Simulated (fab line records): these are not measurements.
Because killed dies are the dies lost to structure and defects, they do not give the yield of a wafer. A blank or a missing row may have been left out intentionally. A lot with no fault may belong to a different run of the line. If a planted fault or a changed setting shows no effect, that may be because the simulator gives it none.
A struck lot beside a sound one -- flow sky130 -- 16 out of 708 route steps
Sound: the wafers L653.1, L653.3, L653.5. Struck: wafer L643.1 (L643.2, L643.6, from the same lot, were not struck and are left out); the cause is given at the end.
For every step that has rows: the tool of each side, followed by ch and its chambers, followed by its first start. Under that, the readings that differ: sound wafers -- struck wafers -- difference of the means -- sigmas: that difference in standard deviations of wafers without a fault.
alike: a reading whose means differ by less than 2 such deviations, as well as words and numbers matching on both sides. not compared: withheld readings; readings where some wafer has no value; bounds like >300 that might hide an equal value; numbers whose values overlap and for which the record gives no deviation.
Wherever a step has rows on one side only, a row that says differs or no value, or a row with sigmas, the two part there. Numbers that have no deviation but don't overlap get no sigmas and don't part them. A reading that every wafer of one side lacks parts them only if that side has two wafers or more.

first, 3 steps without rows for these wafers: SKY_LI_CONTACT_EXPOSE_09 (exposes mask LICM1, target cd 170 nm); SKY_LI_CONTACT_PEB_10; SKY_LI_CONTACT_DEVELOP_11 (develop time 60 s).
SKY_LI_CONTACT_CD_MEAS_12 targets a cd of 170 nm.
  sound on cdSem-02 at day 36 06:34; struck on cdSem-02 at day 32 18:41
  alike: cdNm
SKY_LI_CONTACT_OVL_MEAS_13:
  sound on overlay-01 at day 36 06:41; struck on overlay-01 at day 32 18:48
reading,sound,struck,difference,sigmas
LI_CONTACT_OVL (nm),3 0 6,-7,-10,-2
SKY_LI_CONTACT_ETCH_14: etches BARC in N2/H2, stops on SiO2, time 45.9 s, target depth 60 nm.
  sound on rieDiel-02 ch 0,1,2, day 36 06:43; struck on rieDiel-04 ch 1, day 32 18:50
  alike: drypumpMotorCurrentA, n2FlowSccm, oesProductAu, throttleValvePct
  not compared: rfHoursCounterH
SKY_LI_CONTACT_ETCH_15: etches PSG in C4F8/O2/Ar, stops on Si, target depth 600 nm.
  sound on rieDiel-02 ch 0,1,2, day 36 06:46; struck on rieDiel-04 ch 1, day 32 18:53
  alike: oesProductAu
then, 3 steps without rows for these wafers: SKY_LI_CONTACT_STRIP_16 (strips in O2/N2); SKY_LI_CONTACT_CLEAN_17 (cleans in NMP, time 600 s); SKY_LI_CONTACT_PRE_CLEAN_18 (time 5.6 s).
SKY_LI_CONTACT_SPUTTER_19: material Ti, target thk 20 nm, time 106.37 s.
  sound on pvdSputter-01 at day 36 07:08; struck on pvdSputter-03 at day 32 19:16
  alike: throttleValvePct
SKY_LI_CONTACT_SPUTTER_20: material TiN, target thk 20 nm, time 80 s.
  sound on pvdSputter-01 at day 36 07:13; struck on pvdSputter-03 at day 32 19:20
  alike: throttleValvePct
SKY_LI_CONTACT_CVD_21: deposits W, target thk 400 nm, time 120.56 s.
  sound on cvdW-01 ch 0,1, day 36 07:17; struck on cvdW-02 ch 1, day 32 19:23
reading,sound,struck,difference,sigmas
susceptorTempC (C),400.09 399.88 399.86,395.43,-4.51,-21
model.W_of_LI_CONTACT_CVD_21.thkNm (nm),402.3 396.1 399,372.4,-26.7,
  alike: heaterPowerOuterW, heaterPowerW
SKY_LI_CONTACT_RS_MEAS_22: the measuring method here is four-point-probe.
  sound on filmMetro-02 at day 36 07:24; struck on filmMetro-03 at day 32 19:31
reading,sound,struck,difference,sigmas
LI_CONTACT_W_RS (ohm/sq),0.2832 0.2875 0.2853,0.3060,+0.0207,+7
SKY_LI_CONTACT_THK_MEAS_23: measures by xrf.
  sound on filmMetro-02 at day 36 07:31; struck on filmMetro-03 at day 32 19:38
reading,sound,struck,difference,sigmas
LI_CONTACT_W_THK (nm),421 417 419,382,-37,-6
SKY_LI_CONTACT_CMP_24: polishes, stops on PSG, t overpolish 20 s, target thk 0 nm.
  sound on cmp-01 ch 0,1,2, day 36 07:35; struck on cmp-01 ch 2, day 32 19:42
reading,sound,struck,difference,sigmas
timeToEndpointS (s),91 98 96,84,-11,-3
  alike: motorCurrentA

WHERE THEY PART
At SKY_LI_CONTACT_OVL_MEAS_13 first; at SKY_LI_CONTACT_CMP_24 last (within this record only).

WHY: what the simulator had put in
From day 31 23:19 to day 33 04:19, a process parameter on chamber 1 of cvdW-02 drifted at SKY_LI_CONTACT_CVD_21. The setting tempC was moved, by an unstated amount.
